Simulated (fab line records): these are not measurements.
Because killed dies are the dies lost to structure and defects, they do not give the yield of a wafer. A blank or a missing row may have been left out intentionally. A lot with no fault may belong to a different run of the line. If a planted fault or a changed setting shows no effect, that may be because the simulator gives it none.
fab line records	flow gf180mcu
[record] lots = 24	wafers = 72	last_day = 35
route steps=602 shown V1@361 M3@413 V3@453 M4@457 M5@536
lots that met no fault: from a run of the same line without faults
start_h: hours from the record's opening day to when the first of the lot's shown wafers began	wait_h: time in hours since the lot's previous step	" unchanged from the row above	L1.1+2: one row covering several wafers at once	- value missing, or start not given	* or withheld: withheld	< > ~ a bound
route shown NAME@n: names a module that has steps shown in the file, with the first one's number in the route	usual: the fault-free wafers' mean and standard deviation	same: alike in all rows	chamber/n: place in a boat	sites: readings site by site	_std_site: the standard deviation of these	_edge_site: the outer-site mean with the inner-site mean subtracted	radius_mm: for every site, how far away it sits from the centre of the wafer	mask NAME#n: copy n	behind: the last tool/chamber to shape the wafer	hold: what put the lot on hold/how long, in hours/how the hold closed	device: names the non-switching transistor (n, p or np)	end of line: the same wafers' tests at the end of the route	for a step that has no rows: nothing shown but its recipe	killed: at the first sort, the dies lost to defects and structure; wafer yield is something else	map: a wafer's dies, marking killed ones x, the rest . and places with no die _
set.NAME: the setting as run; set.NAME@STEP: as run at that earlier step	model.NAME: the simulator's own value behind a step, which no gauge read
the route's steps for a sample of lots (tables are steps, rows are wafers)
services: the hour from which a tool's chamber was out of use, counted from the record's first day as start_h (under 0 if before that day), plus the number of hours and why
[[steps]]
[step GF_V1_CMP_26]
[recipe] stop_on = SiO2	down_force_psi = 3.5	platen_rpm = 60	t_overpolish_s = 15	target_thk_nm = 0	pad_velocity_m_s = 0.94248
[usual] motor_current_A = 10.9/0.99	overpolish_run_s = 14.999/0.0089	slurry_filter_dp_kPa = 13.49/0.14	time_to_endpoint_s = 83/3.2
lot.wafer	tool	chamber	start_h	wait_h	motor_current_A	overpolish_run_s	slurry_filter_dp_kPa	time_to_endpoint_s
L074.4	cmp-01	3	417.52	0.1	12.6	14.995	13.61	89
L074.2	"	0	"	"	10.3	14.984	13.48	91
L074.6	"	3	"	"	11.0	15.012	13.46	91
L075.1	cmp-01	3	441.31	0.1	12.1	15.008	13.32	86
L075.4	"	0	"	"	10.4	14.997	13.57	88
L075.6	"	2	"	"	9.8	15.008	13.47	83
L077.1	cmp-02	0	457.13	0.1	11.8	15.009	13.58	82
L077.4	"	1	"	"	11.7	15.009	13.28	79
L077.6	"	2	"	"	9.4	15.007	13.64	85
L076.1	cmp-02	1	462.03	0.1	12.4	14.993	13.55	77
L076.5	"	0	"	"	11.4	15.007	13.67	82
L076.6	"	1	"	"	12.2	14.998	13.59	77
L078.3	cmp-02	1	468.97	0.0	11.8	14.988	13.54	78
L078.1	"	2	"	"	9.8	14.997	13.38	88
L078.6	"	2	"	"	9.6	15.000	13.45	87
L079.4	cmp-02	2	474.23	0.0	8.7	15.014	13.48	82
L079.1	"	3	"	"	11.2	14.984	13.52	83
L079.2	"	0	"	"	11.5	14.989	13.50	83
L080.1	cmp-01	0	487.95	0.1	10.3	15.001	13.36	80
L080.2	"	1	"	"	11.2	15.009	13.72	81
L080.4	"	3	"	"	12.3	14.986	13.65	81
L082.1	cmp-02	0	511.25	0.1	11.0	14.991	13.52	84
L082.6	"	0	"	"	10.9	14.997	13.41	83
L082.5	"	1	"	"	12.2	14.996	13.34	78
L081.1	cmp-01	3	511.49	0.2	11.7	14.986	13.61	81
L081.3	"	0	"	"	9.8	15.004	13.40	84
L081.6	"	1	"	"	10.7	15.009	13.67	82
L084.2	cmp-02	2	513.55	0.1	9.7	15.011	13.53	86
L084.4	"	0	"	"	11.8	14.996	13.76	85
L084.6	"	2	"	"	9.3	14.986	13.43	85
L083.4	cmp-01	3	516.25	0.2	12.1	15.004	13.55	83
L083.5	"	0	"	"	10.1	14.996	13.51	84
L083.6	"	1	"	"	11.7	15.014	13.42	81
L085.3	cmp-01	0	520.82	0.1	10.0	14.994	13.47	83
L085.1	"	1	"	"	11.9	14.999	13.46	81
L085.6	"	3	"	"	12.2	15.003	13.31	84
L086.1	cmp-02	1	535.97	0.1	12.2	15.006	13.47	79
L086.3	"	2	"	"	9.1	14.987	13.60	83
L086.5	"	0	"	"	11.1	14.992	13.53	83
L087.2	cmp-01	0	539.60	0.1	10.2	15.008	13.35	85
L087.3	"	1	"	"	11.7	15.004	13.43	84
L087.6	"	0	"	"	9.7	15.010	13.41	81
L088.4	cmp-01	2	547.16	0.2	10.1	14.988	13.52	79
L088.6	"	3	"	"	11.4	15.005	13.62	86
L088.5	"	0	"	"	10.0	14.988	13.78	85
L089.1	cmp-01	0	557.50	0.1	10.4	15.012	13.30	87
L089.2	"	1	"	"	11.4	15.001	13.49	85
L089.3	"	2	"	"	9.6	14.998	13.55	84
L090.3	cmp-01	3	566.87	0.0	12.4	15.014	13.47	85
L090.2	"	1	"	"	11.6	14.998	13.71	80
L090.1	"	2	"	"	9.8	14.989	13.38	79
L091.2	cmp-02	0	567.73	0.0	11.3	15.008	13.62	87
L091.1	"	1	"	"	12.1	15.004	13.28	85
L091.6	"	1	"	"	12.7	14.999	13.43	82
L092.3	cmp-01	2	585.87	0.0	9.6	15.002	13.36	80
L092.2	"	3	"	"	12.2	14.985	13.58	84
L092.4	"	1	"	"	11.0	14.999	13.62	79
L093.2	cmp-01	2	589.12	0.1	10.1	14.981	13.53	83
L093.3	"	3	"	"	12.2	15.000	13.38	88
L093.6	"	2	"	"	10.1	14.996	13.36	82
L094.1	cmp-02	0	595.86	0.1	11.1	14.991	13.81	85
L094.5	"	3	"	"	10.7	14.991	13.52	88
L094.6	"	0	"	"	11.0	15.001	13.32	86
L095.3	cmp-01	1	606.29	0.1	11.0	15.009	13.48	86
L095.5	"	3	"	"	12.4	14.994	13.40	85
L095.6	"	0	"	"	10.1	14.998	13.51	90
L096.4	cmp-02	0	612.01	0.0	10.7	15.011	13.26	85
L096.3	"	2	"	"	9.3	15.009	13.51	83
L096.6	"	0	"	"	11.1	14.995	13.35	83
L097.3	cmp-02	2	616.97	0.1	9.2	14.997	13.31	87
L097.2	"	3	"	"	10.9	15.001	13.70	87
L097.6	"	0	"	"	11.3	14.999	13.38	86
[step GF_M3_SPUTTER_04]
[recipe] material = TiN	target_thk_nm = 50	power_w = 6500	time_s = 41.7	chamber_pressure_pa = 0.4
[usual] throttle_valve_pct = 30.4/1.4
lot.wafer	tool	chamber	start_h	wait_h	throttle_valve_pct
L074.2	pvd_sputter-01	-	470.70	0.0	29.3
L074.4	"	-	"	"	28.9
L074.6	"	-	"	"	30.6
L075.1	pvd_sputter-02	-	494.49	0.0	31.9
L075.4	"	-	"	"	30.4
L075.6	"	-	"	"	31.7
L077.1	pvd_sputter-03	-	509.06	0.0	31.3
L077.4	"	-	"	"	33.5
L077.6	"	-	"	"	29.9
L076.1	pvd_sputter-01	-	513.78	0.0	30.4
L076.5	"	-	"	"	29.3
L076.6	"	-	"	"	30.3
L078.1	pvd_sputter-02	-	520.76	0.0	29.9
L078.3	"	-	"	"	30.0
L078.6	"	-	"	"	30.1
L079.1	pvd_sputter-03	-	524.61	0.0	30.1
L079.2	"	-	"	"	31.2
L079.4	"	-	"	"	29.0
L080.1	pvd_sputter-03	-	539.65	0.0	29.0
L080.2	"	-	"	"	30.1
L080.4	"	-	"	"	31.4
L082.1	pvd_sputter-01	-	559.65	0.0	29.5
L082.5	"	-	"	"	28.5
L082.6	"	-	"	"	29.7
L081.1	pvd_sputter-02	-	560.75	0.0	29.6
L081.3	"	-	"	"	30.4
L081.6	"	-	"	"	29.9
L084.2	pvd_sputter-02	-	564.41	0.0	31.9
L084.4	"	-	"	"	29.6
L084.6	"	-	"	"	29.9
L083.4	pvd_sputter-01	-	566.13	0.0	29.7
L083.5	"	-	"	"	29.6
L083.6	"	-	"	"	29.0
L085.1	pvd_sputter-01	-	570.14	0.0	29.7
L085.3	"	-	"	"	30.3
L085.6	"	-	"	"	29.6
L086.1	pvd_sputter-03	-	584.53	0.0	33.6
L086.3	"	-	"	"	29.2
L086.5	"	-	"	"	31.5
L087.2	pvd_sputter-03	-	588.55	0.0	33.3
L087.3	"	-	"	"	29.7
L087.6	"	-	"	"	29.9
L088.4	pvd_sputter-02	-	594.75	0.0	30.2
L088.5	"	-	"	"	29.7
L088.6	"	-	"	"	31.6
L089.1	pvd_sputter-03	-	605.43	0.0	29.2
L089.2	"	-	"	"	33.5
L089.3	"	-	"	"	29.7
L090.1	pvd_sputter-03	-	614.78	0.0	29.9
L090.2	"	-	"	"	31.5
L090.3	"	-	"	"	33.6
L091.1	pvd_sputter-03	-	615.30	0.0	33.6
L091.2	"	-	"	"	30.0
L091.6	"	-	"	"	33.2
L092.2	pvd_sputter-03	-	633.63	0.0	29.1
L092.3	"	-	"	"	30.2
L092.4	"	-	"	"	33.3
L093.2	pvd_sputter-02	-	636.71	0.0	29.8
L093.3	"	-	"	"	31.7
L093.6	"	-	"	"	30.0
L094.1	pvd_sputter-01	-	642.00	0.0	28.8
L094.5	"	-	"	"	30.5
L094.6	"	-	"	"	29.4
L095.3	pvd_sputter-01	-	652.00	0.0	30.6
L095.5	"	-	"	"	30.5
L095.6	"	-	"	"	29.1
L096.3	pvd_sputter-01	-	657.32	0.0	29.0
L096.4	"	-	"	"	29.2
L096.6	"	-	"	"	29.7
L097.2	pvd_sputter-01	-	661.96	0.0	29.1
L097.3	"	-	"	"	28.9
L097.6	"	-	"	"	28.8
[step GF_V3_RS_MEAS_24]
[recipe] thk_meas_gauge = four-point-probe	reads = W_of_V3_CVD_23+TiN_of_V3_SPUTTER_22+Ti_of_V3_SPUTTER_21
[usual] V3_W_RS = 0.327/0.0039
lot.wafer	tool	chamber	start_h	wait_h	V3_W_RS[ohm/sq]
L074.2	film_metro-02	-	521.92	0.1	0.333
L074.4	"	-	"	"	0.340
L074.6	"	-	"	"	0.334
L075.1	film_metro-03	-	544.29	0.1	0.323
L075.4	"	-	"	"	0.327
L075.6	"	-	"	"	0.328
L077.1	film_metro-01	-	557.24	0.1	0.324
L077.4	"	-	"	"	0.322
L077.6	"	-	"	"	0.326
L076.1	film_metro-02	-	563.19	0.1	0.321
L076.5	"	-	"	"	0.329
L076.6	"	-	"	"	0.325
L078.1	film_metro-03	-	568.54	0.1	0.327
L078.3	"	-	"	"	0.329
L078.6	"	-	"	"	0.331
L079.1	film_metro-03	-	572.97	0.1	0.335
L079.2	"	-	"	"	0.327
L079.4	"	-	"	"	0.329
L080.1	film_metro-01	-	587.68	0.1	0.326
L080.2	"	-	"	"	0.329
L080.4	"	-	"	"	0.323
L082.1	film_metro-01	-	606.55	0.1	0.325
L082.5	"	-	"	"	0.329
L082.6	"	-	"	"	0.327
L081.1	film_metro-03	-	608.11	0.1	0.331
L081.3	"	-	"	"	0.324
L081.6	"	-	"	"	0.325
L084.2	film_metro-02	-	611.35	0.1	0.323
L084.4	"	-	"	"	0.325
L084.6	"	-	"	"	0.324
L083.4	film_metro-02	-	612.40	0.1	0.328
L083.5	"	-	"	"	0.329
L083.6	"	-	"	"	0.326
L085.1	film_metro-01	-	615.73	0.1	0.327
L085.3	"	-	"	"	0.324
L085.6	"	-	"	"	0.324
L086.1	film_metro-03	-	630.34	0.1	0.324
L086.3	"	-	"	"	0.323
L086.5	"	-	"	"	0.330
L087.2	film_metro-01	-	635.40	0.1	0.328
L087.3	"	-	"	"	0.331
L087.6	"	-	"	"	0.332
L088.4	film_metro-01	-	641.05	0.1	0.326
L088.5	"	-	"	"	0.323
L088.6	"	-	"	"	0.318
L089.1	film_metro-02	-	649.54	0.1	0.331
L089.2	"	-	"	"	0.332
L089.3	"	-	"	"	0.332
L090.1	film_metro-03	-	659.43	0.1	0.328
L090.2	"	-	"	"	0.328
L090.3	"	-	"	"	0.326
L091.1	film_metro-02	-	659.85	0.1	0.321
L091.2	"	-	"	"	0.325
L091.6	"	-	"	"	0.321
L092.2	film_metro-01	-	677.62	0.1	0.326
L092.3	"	-	"	"	0.328
L092.4	"	-	"	"	0.327
L093.2	film_metro-03	-	679.25	0.1	0.331
L093.3	"	-	"	"	0.319
L093.6	"	-	"	"	0.328
L094.1	film_metro-02	-	684.47	0.1	0.320
L094.5	"	-	"	"	0.324
L094.6	"	-	"	"	0.331
L095.3	film_metro-01	-	692.38	0.1	0.327
L095.5	"	-	"	"	0.331
L095.6	"	-	"	"	0.326
L096.3	film_metro-03	-	698.47	0.1	0.327
L096.4	"	-	"	"	0.328
L096.6	"	-	"	"	0.328
L097.2	film_metro-01	-	703.00	0.1	0.328
L097.3	"	-	"	"	0.322
L097.6	"	-	"	"	0.329
[step GF_V3_THK_MEAS_25]
[recipe] thk_meas_gauge = xrf	reads = W_of_V3_CVD_23
[usual] V3_W_THK = 342/5.4
lot.wafer	tool	chamber	start_h	wait_h	V3_W_THK[nm]
L074.2	film_metro-02	-	522.03	0.1	330
L074.4	"	-	"	"	324
L074.6	"	-	"	"	328
L075.1	film_metro-03	-	544.41	0.1	348
L075.4	"	-	"	"	344
L075.6	"	-	"	"	346
L077.1	film_metro-01	-	557.36	0.1	347
L077.4	"	-	"	"	346
L077.6	"	-	"	"	346
L076.1	film_metro-02	-	563.31	0.1	348
L076.5	"	-	"	"	340
L076.6	"	-	"	"	346
L078.1	film_metro-03	-	568.66	0.1	337
L078.3	"	-	"	"	339
L078.6	"	-	"	"	335
L079.1	film_metro-03	-	573.09	0.1	332
L079.2	"	-	"	"	338
L079.4	"	-	"	"	336
L080.1	film_metro-01	-	587.80	0.1	347
L080.2	"	-	"	"	342
L080.4	"	-	"	"	346
L082.1	film_metro-01	-	606.67	0.1	342
L082.5	"	-	"	"	340
L082.6	"	-	"	"	340
L081.1	film_metro-03	-	608.23	0.1	345
L081.3	"	-	"	"	350
L081.6	"	-	"	"	348
L084.2	film_metro-02	-	611.46	0.1	347
L084.4	"	-	"	"	346
L084.6	"	-	"	"	345
L083.4	film_metro-02	-	612.49	0.1	343
L083.5	"	-	"	"	341
L083.6	"	-	"	"	342
L085.1	film_metro-01	-	615.85	0.1	340
L085.3	"	-	"	"	344
L085.6	"	-	"	"	343
L086.1	film_metro-03	-	630.46	0.1	346
L086.3	"	-	"	"	348
L086.5	"	-	"	"	339
L087.2	film_metro-01	-	635.51	0.1	341
L087.3	"	-	"	"	336
L087.6	"	-	"	"	339
L088.4	film_metro-01	-	641.14	0.1	343
L088.5	"	-	"	"	345
L088.6	"	-	"	"	352
L089.1	film_metro-02	-	649.66	0.1	336
L089.2	"	-	"	"	333
L089.3	"	-	"	"	335
L090.1	film_metro-03	-	659.55	0.1	342
L090.2	"	-	"	"	340
L090.3	"	-	"	"	346
L091.1	film_metro-02	-	659.97	0.1	345
L091.2	"	-	"	"	345
L091.6	"	-	"	"	348
L092.2	film_metro-01	-	677.73	0.1	340
L092.3	"	-	"	"	339
L092.4	"	-	"	"	340
L093.2	film_metro-03	-	679.36	0.1	341
L093.3	"	-	"	"	350
L093.6	"	-	"	"	341
L094.1	film_metro-02	-	684.59	0.1	348
L094.5	"	-	"	"	345
L094.6	"	-	"	"	338
L095.3	film_metro-01	-	692.48	0.1	343
L095.5	"	-	"	"	338
L095.6	"	-	"	"	343
L096.3	film_metro-03	-	698.57	0.1	339
L096.4	"	-	"	"	338
L096.6	"	-	"	"	339
L097.2	film_metro-01	-	703.11	0.1	341
L097.3	"	-	"	"	344
L097.6	"	-	"	"	339
[step GF_M4_SPUTTER_01]
[recipe] material = TiN	target_thk_nm = 30	power_w = 6500	time_s = 25	chamber_pressure_pa = 0.4
[usual] throttle_valve_pct = 30.5/1.3
lot.wafer	tool	chamber	start_h	wait_h	throttle_valve_pct
L074.2	pvd_sputter-03	-	522.48	0.1	31.4
L074.4	"	-	"	"	29.2
L074.6	"	-	"	"	29.1
L075.1	pvd_sputter-03	-	544.87	0.1	33.3
L075.4	"	-	"	"	29.0
L075.6	"	-	"	"	29.7
L077.1	pvd_sputter-04	-	557.82	0.1	29.4
L077.4	"	-	"	"	30.4
L077.6	"	-	"	"	28.9
L076.1	pvd_sputter-04	-	563.77	0.1	28.9
L076.5	"	-	"	"	30.4
L076.6	"	-	"	"	30.7
L078.1	pvd_sputter-02	-	569.12	0.1	29.8
L078.3	"	-	"	"	30.4
L078.6	"	-	"	"	31.6
L079.1	pvd_sputter-03	-	573.55	0.1	33.3
L079.2	"	-	"	"	28.8
L079.4	"	-	"	"	31.2
L080.1	pvd_sputter-04	-	588.26	0.1	29.6
L080.2	"	-	"	"	30.6
L080.4	"	-	"	"	30.6
L082.1	pvd_sputter-02	-	607.13	0.1	29.7
L082.5	"	-	"	"	29.9
L082.6	"	-	"	"	31.5
L081.1	pvd_sputter-02	-	608.69	0.1	30.0
L081.3	"	-	"	"	29.4
L081.6	"	-	"	"	31.8
L084.2	pvd_sputter-03	-	611.91	0.1	29.8
L084.4	"	-	"	"	29.0
L084.6	"	-	"	"	29.2
L083.4	pvd_sputter-03	-	612.92	0.1	31.3
L083.5	"	-	"	"	33.5
L083.6	"	-	"	"	31.2
L085.1	pvd_sputter-02	-	616.31	0.1	29.9
L085.3	"	-	"	"	30.2
L085.6	"	-	"	"	31.6
L086.1	pvd_sputter-02	-	630.92	0.1	31.9
L086.3	"	-	"	"	29.6
L086.5	"	-	"	"	30.4
L087.2	pvd_sputter-03	-	635.96	0.1	33.6
L087.3	"	-	"	"	29.7
L087.6	"	-	"	"	29.1
L088.4	pvd_sputter-02	-	641.59	0.0	31.5
L088.5	"	-	"	"	29.5
L088.6	"	-	"	"	30.2
L089.1	pvd_sputter-02	-	650.12	0.1	30.1
L089.2	"	-	"	"	29.8
L089.3	"	-	"	"	31.5
L090.1	pvd_sputter-02	-	660.41	0.1	29.4
L090.2	"	-	"	"	30.0
L090.3	"	-	"	"	30.4
L091.1	pvd_sputter-03	-	660.71	0.1	33.4
L091.2	"	-	"	"	31.2
L091.6	"	-	"	"	29.8
L092.2	pvd_sputter-03	-	678.22	0.1	33.5
L092.3	"	-	"	"	29.8
L092.4	"	-	"	"	31.2
L093.2	pvd_sputter-04	-	679.81	0.1	31.1
L093.3	"	-	"	"	29.0
L093.6	"	-	"	"	29.0
L094.1	pvd_sputter-03	-	685.05	0.1	29.1
L094.5	"	-	"	"	31.4
L094.6	"	-	"	"	29.1
L095.3	pvd_sputter-03	-	692.92	0.1	31.1
L095.5	"	-	"	"	31.1
L095.6	"	-	"	"	33.4
L096.3	pvd_sputter-04	-	699.01	0.1	28.8
L096.4	"	-	"	"	30.3
L096.6	"	-	"	"	30.1
L097.2	pvd_sputter-04	-	703.61	0.1	29.0
L097.3	"	-	"	"	29.5
L097.6	"	-	"	"	28.9
[step GF_M5_METAL_ETCH_10]
[recipe] chemistry = Cl2/BCl3	mask_material = KrF	target_depth_nm = 750.8	stop_on = SiO2	pressure_mtorr = 8	icp_w = 800	bias_w = 140	Cl2_flow_sccm = 80	bcl3_flow_sccm = 40	time_s = 125.1
[usual] bias_w = 140.0/0.39	drypump_motor_current_A = 5.80/0.26	oes_product_au = 0.987/0.0076	throttle_valve_pct = 28.232/0.013
lot.wafer	tool	chamber	start_h	wait_h	bias_w	drypump_motor_current_A	oes_product_au	rf_hours_counter_h	throttle_valve_pct
L074.2	rie_metal-04	1	615.43	0.1	141.0	6.03	0.979	-	28.241
L074.4	"	1	"	"	139.9	6.01	0.983	-	28.240
L074.6	"	1	"	"	140.4	6.03	0.985	-	28.260
L075.1	rie_metal-04	1	636.59	0.0	140.2	6.01	0.975	4.4	28.240
L075.4	"	1	"	"	140.4	6.02	0.972	-	28.242
L075.6	"	1	"	"	140.3	6.03	0.982	-	28.238
L077.1	rie_metal-02	0	647.73	0.0	139.4	5.75	0.992	0.0	28.240
L077.4	"	0	"	"	140.0	5.78	0.985	-	28.225
L077.6	"	0	"	"	140.2	5.79	0.989	-	28.228
L076.1	rie_metal-04	0	654.53	0.0	139.9	5.37	0.991	1.0	28.213
L076.5	"	0	"	"	140.2	5.36	0.990	-	28.225
L076.6	"	0	"	"	140.2	5.36	0.986	-	28.220
L078.1	rie_metal-03	1	658.64	0.0	140.3	5.59	1.003	9.8	28.220
L078.3	"	1	"	"	139.7	5.59	0.989	-	28.226
L078.6	"	1	"	"	140.5	5.57	0.989	-	28.227
L079.1	rie_metal-03	1	663.38	0.0	140.1	5.54	0.992	10.1	28.228
L079.2	"	0	"	"	139.8	5.93	0.976	4.8	28.262
L079.4	"	1	"	"	140.1	5.58	1.000	-	28.200
L080.1	rie_metal-04	1	677.38	0.0	140.2	6.01	0.980	5.1	28.239
L080.2	"	0	"	"	138.9	5.37	0.995	2.2	28.212
L080.4	"	1	"	"	139.9	5.99	0.987	-	28.247
L082.1	rie_metal-04	0	691.83	0.0	140.6	5.37	0.985	2.8	28.228
L082.5	"	1	"	"	140.2	5.99	0.977	-	28.260
L082.6	"	0	"	"	140.2	5.36	0.998	-	28.226
L081.1	rie_metal-02	1	693.78	0.0	139.9	6.09	0.992	4.5	28.222
L081.3	"	1	"	"	139.2	6.10	0.986	-	28.227
L081.6	"	1	"	"	139.2	6.11	0.997	-	28.232
L084.2	rie_metal-02	1	696.88	0.0	140.2	6.10	0.979	4.6	28.227
L084.4	"	1	"	"	140.1	6.11	0.983	-	28.226
L084.6	"	0	"	"	139.7	5.75	0.989	-	28.234
L083.4	rie_metal-03	1	698.43	0.1	139.5	5.58	0.988	-	28.218
L083.5	"	0	"	"	139.7	5.95	0.974	-	28.252
L083.6	"	1	"	"	139.0	5.56	0.994	-	28.217
L085.1	rie_metal-02	0	701.98	0.0	140.3	5.75	0.993	2.8	28.223
L085.3	"	1	"	"	140.1	6.09	0.993	-	28.218
L085.6	"	0	"	"	140.1	5.78	0.992	-	28.222
L086.1	rie_metal-04	1	712.83	0.0	139.7	6.01	0.983	6.6	28.247
L086.3	"	1	"	"	140.6	6.01	0.980	-	28.233
L086.5	"	1	"	"	139.8	6.02	0.976	-	28.241
L087.2	rie_metal-04	1	718.98	0.0	139.7	6.01	0.978	6.9	28.235
L087.3	"	0	"	"	140.2	5.35	0.990	-	28.242
L087.6	"	1	"	"	139.8	6.01	0.974	-	28.259
L088.4	rie_metal-03	0	724.02	0.1	139.6	5.97	0.985	-	28.259
L088.5	"	0	"	"	140.3	5.94	0.991	-	28.230
L088.6	"	1	"	"	139.7	5.57	0.996	-	28.224
L089.1	rie_metal-03	0	730.69	0.0	139.9	5.96	0.975	7.4	28.251
L089.2	"	0	"	"	139.8	5.95	0.987	-	28.247
L089.3	"	0	"	"	139.9	5.95	0.978	-	28.262
L090.1	rie_metal-03	0	740.48	0.0	140.0	5.98	0.985	8.9	28.244
L090.2	"	0	"	"	139.8	5.94	0.990	-	28.228
L090.3	"	0	"	"	139.9	5.95	0.975	-	28.265
L091.1	rie_metal-02	0	741.58	0.0	139.6	5.77	1.002	4.9	28.231
L091.2	"	1	"	"	139.7	6.10	0.990	7.0	28.223
L091.6	"	0	"	"	139.5	5.76	0.995	-	28.209
L092.2	rie_metal-03	0	756.89	0.1	139.4	5.94	0.991	-	28.223
L092.3	"	0	"	"	139.5	5.93	0.983	-	28.216
L092.4	"	0	"	"	139.3	5.94	0.982	-	28.245
L093.2	rie_metal-04	1	758.13	0.0	139.6	6.01	0.975	8.7	28.253
L093.3	"	0	"	"	139.8	5.36	0.993	-	28.245
L093.6	"	1	"	"	140.6	6.00	0.970	-	28.247
L094.1	rie_metal-02	0	761.98	0.0	140.1	5.77	0.995	5.8	28.227
L094.5	"	1	"	"	140.2	6.09	0.997	-	28.231
L094.6	"	0	"	"	139.9	5.78	0.987	-	28.239
L095.3	rie_metal-02	0	767.77	0.1	139.9	5.74	0.996	-	28.228
L095.5	"	1	"	"	140.0	6.11	0.995	-	28.245
L095.6	"	0	"	"	139.6	5.74	0.988	-	28.220
L096.3	rie_metal-04	0	773.27	0.1	140.4	5.38	0.992	-	28.219
L096.4	"	1	"	"	139.8	6.00	0.978	-	28.225
L096.6	"	1	"	"	139.8	5.97	0.987	-	28.240
L097.2	rie_metal-04	1	778.63	0.0	139.3	6.01	0.987	9.7	28.244
L097.3	"	1	"	"	139.8	6.00	0.986	-	28.248
L097.6	"	0	"	"	139.8	5.38	1.000	-	28.223
[[services]]
tool	chamber	start_h	hours	kind
cmp-02	-	399.30	5.5	pm
pvd_sputter-02	-	403.23	2.4	repair
cmp-01	-	404.06	4.0	pm
cmp-02	-	408.60	16.6	pm
cmp-02	-	434.67	2.4	repair
cmp-01	-	462.37	14.8	pm
pvd_sputter-03	-	526.60	4.3	repair
pvd_sputter-02	-	538.43	3.1	repair
pvd_sputter-02	-	540.88	0.7	repair
pvd_sputter-02	-	547.45	12.8	repair
pvd_sputter-03	-	556.24	15.3	repair
cmp-01	-	617.16	5.6	pm
cmp-01	-	624.26	1.0	repair
pvd_sputter-02	-	628.19	1.6	repair
cmp-01	-	640.85	1.5	repair
pvd_sputter-02	-	651.07	2.7	repair
cmp-01	-	658.71	1.3	repair
pvd_sputter-02	-	706.57	2.4	repair
pvd_sputter-03	-	706.87	6.7	repair
cmp-01	-	741.18	3.4	repair
cmp-01	-	744.62	4.0	pm
cmp-01	-	747.91	6.4	repair
cmp-01	-	755.32	4.8	pm
cmp-01	-	775.18	0.7	repair
[[key]]
fault none
